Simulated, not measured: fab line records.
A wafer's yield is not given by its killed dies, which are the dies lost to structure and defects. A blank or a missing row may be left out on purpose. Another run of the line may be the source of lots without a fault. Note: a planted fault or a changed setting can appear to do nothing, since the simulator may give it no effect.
A struck lot beside a sound one :: flow gf180mcu :: 28 out of 602 route steps
Sound: the wafers L916.1, L916.5, L916.6. Struck: wafers L907.1, L907.2, L907.6. The cause is named last.
Per side, at each step with rows, come the tool, then ch with its chambers, and then its first start. Under that, the readings that differ: sound wafers :: struck wafers :: difference of the means :: sigmas: that difference in standard deviations of wafers without a fault.
alike: a reading whose means differ by less than 2 such deviations, as well as words and numbers matching on both sides. not compared: withheld readings; readings where some wafer has no value; bounds like >300 that might hide an equal value; numbers whose values overlap and for which the record gives no deviation.
Wherever a step has rows on one side only, a row that says differs or no value, or a row with sigmas, the two part there. When numbers do not overlap yet have no deviation, they are printed without sigmas and do not part them. A reading missing from all wafers of one side parts the sides only when that side holds two or more wafers.

GF_CONTACT_STRIP_18: strips in O2/N2.
  sound on plasma_asher-02 ch 0,1, day 22 08:28; struck on plasma_asher-02 ch 0,1, day 19 08:35
  alike: drypump_motor_current_A, heater_power_w, oes_product_au
  not compared: rf_hours_counter_h
then, 5 steps without rows for these wafers: GF_CONTACT_CLEAN_19 (cleans in SPM); GF_CONTACT_CLEAN_20 (cleans in DIW); GF_CONTACT_CLEAN_21 (cleans in dHF, time 20 s); GF_CONTACT_SPUTTER_22 (material Ti, target thk 15 nm, time 80.02 s); GF_CONTACT_SPUTTER_23 (material TiN, target thk 10 nm, time 40 s).
GF_CONTACT_CVD_24: deposits W, target thk 300 nm, time 90.339 s.
  sound on cvd_w-02 ch 0,1, day 22 08:53; struck on cvd_w-02 ch 0,1, day 19 08:59
  alike: heater_power_w
GF_CONTACT_RS_MEAS_25: a four-point-probe measurement.
  struck on film_metro-04, day 19 09:05; sound on film_metro-03, day 22 08:59
  alike: CONTACT_W_RS
GF_CONTACT_THK_MEAS_26: measures by xrf.
  struck on film_metro-04, day 19 09:13; sound on film_metro-03, day 22 09:06
  alike: CONTACT_W_THK
GF_CONTACT_CMP_27: polishes, stops on SiO2, t overpolish 15 s, target thk 0 nm.
  sound on cmp-02 ch 0,1,2, day 22 09:19; struck on cmp-01 ch 1,3, day 19 09:16
  alike: motor_current_A, overpolish_run_s, time_to_endpoint_s
GF_M1_SPUTTER_00: material Ti, target thk 37.5 nm, time 150 s.
  struck on pvd_sputter-03, day 19 09:34; sound on pvd_sputter-03, day 22 09:28
  alike: cathode_dc_power_W, chamber_pressure_pa, throttle_valve_pct
then, 1 step without rows for these wafers: GF_M1_SPUTTER_01 (material TiN, target thk 30 nm, time 25 s).
GF_M1_SPUTTER_02: material AlCu, target thk 450 nm, time 23.9 s.
  struck on pvd_sputter-03, day 19 09:42; sound on pvd_sputter-03, day 22 09:35
  no value came back on the struck wafers for cathode_dc_power_W (W), chamber_pressure_pa (Pa), throttle_valve_pct (%), time_s (s); on the sound wafers cathode_dc_power_W (W) reads 10603 10597 10600
GF_M1_SPUTTER_03: material Ti, target thk 10 nm, time 6.7 s.
  struck on pvd_sputter-03, day 19 09:44; sound on pvd_sputter-03, day 22 09:37
  alike: cathode_dc_power_W, chamber_pressure_pa, throttle_valve_pct
then, 1 step without rows for these wafers: GF_M1_SPUTTER_04 (material TiN, target thk 50 nm, time 41.7 s).
GF_M1_RS_MEAS_05: a four-point-probe measurement.
  struck on film_metro-03, day 19 09:47; sound on film_metro-02, day 22 09:41
reading: M1_ALCU_RS (ohm/sq)
sound: 0.0686 0.0691 0.0697
struck: 7.1938 7.3098 7.1697
difference: +7.1553
sigmas: +99 or more
GF_M1_THK_MEAS_06: measures by xrf.
  struck on film_metro-03, day 19 09:55; sound on film_metro-02, day 22 09:48
reading: M1_ALCU_THK (nm)
sound: 464 460 455
struck: <0 <0 <0
difference: differs
sigmas: 
then, 7 steps without rows for these wafers: GF_M1_DEHYDRATE_07 (time 60 s); GF_M1_HMDS_08 (prime time 60 s); GF_M1_COAT_09 (resist thk 1000 nm); GF_M1_SOFTBAKE_10 (time 60 s); GF_M1_EXPOSE_11 (exposes mask Metal1, target cd 230 nm); GF_M1_PEB_12 (peb time 90 s); GF_M1_DEVELOP_13 (develop time 60 s).
GF_M1_CD_MEAS_14 targets a cd of 230 nm.
  struck on cd_sem-01, day 20 10:02; sound on cd_sem-01, day 23 09:13
  alike: cd_nm
GF_M1_OVL_MEAS_15:
  struck on overlay-02, day 20 10:09; sound on overlay-02, day 23 09:20
  alike: M1_OVL
GF_M1_METAL_ETCH_16: etches the open film in Cl2/BCl3, stops on SiO2, target depth 627.5 nm, time 104.6 s.
  sound on rie_metal-04 ch 0,1, day 23 09:22; struck on rie_metal-02 ch 0,1, day 20 10:11
reading: oes_product_au (a.u.)
sound: 0.972 0.969 0.972
struck: 0.992 0.987 0.992
difference: +0.019
sigmas: +3

reading: throttle_valve_pct (%)
sound: 28.251 28.238 28.263
struck: 28.225 28.228 28.218
difference: -0.027
sigmas: -2
  alike: drypump_motor_current_A
  not compared: rf_hours_counter_h
then, 1 step without rows for these wafers: GF_M1_STRIP_17 (strips in O2/N2).

== WHERE THEY PART ==
Last at GF_M1_METAL_ETCH_16 as far as this record goes, first at GF_M1_SPUTTER_02.

WHY: the cause the simulator had injected
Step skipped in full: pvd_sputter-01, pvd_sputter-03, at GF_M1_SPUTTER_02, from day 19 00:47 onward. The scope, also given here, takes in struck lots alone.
